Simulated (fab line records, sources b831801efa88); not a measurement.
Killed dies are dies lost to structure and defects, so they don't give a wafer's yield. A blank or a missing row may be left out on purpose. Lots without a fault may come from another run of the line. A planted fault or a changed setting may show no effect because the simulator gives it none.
Chamber matching | flow gf180mcu | GF_STI_CMP_25 on cmp-01: 4 sister chambers
The step polishes, stops on Si3N4, t overpolish 33 s, target thk 524.6 nm. 4 wafers are shown with their chamber, then 7 later ones without.

WAFERS WITH THEIR CHAMBER
wafer  | chamber | motor_current_A (A)
L618.1 | 3       | 13.6
L620.5 | 0       | 13.6
L626.2 | 1       | 10.3
L626.5 | 2       | 10.0

WAFERS WITHOUT THEIR CHAMBER
wafer  | motor_current_A (A)
L626.6 | 14.0
L629.1 | 11.3
L629.2 | 12.8
L629.4 | 10.6
L631.1 | 11.4
L631.2 | 13.3
L631.5 | 10.9

WHICH CHAMBER EACH WENT THROUGH
wafer  | from the rows above               | in truth
L626.6 | can't be placed: 0 or 3           | 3
L629.1 | can't be placed: 1 or 2 or 0 or 3 | 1
L629.2 | can't be placed: 0 or 3           | 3
L629.4 | can't be placed: 1 or 2           | 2
L631.1 | can't be placed: 1 or 2 or 0 or 3 | 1
L631.2 | can't be placed: 0 or 3           | 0
L631.5 | can't be placed: 1 or 2           | 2
Placed correctly: 0 of 7. Can't be placed from these rows: 7 (the true chamber is among the candidates in 7). Placed wrongly: 0.
How it was worked out, from the rows above alone: a wafer's distance from a chamber is the root of the sum, over the readings, of the square of ((its reading less the chamber's mean) divided by the reading's scatter). The wafer belongs to the nearest chamber; if the next one is less than 2 further off, it can't be placed. A chamber's mean is the mean of its shown wafers. The scatter: with one shown wafer a chamber, the root of the mean of the squares of how far each hidden wafer lies from its nearest shown one.
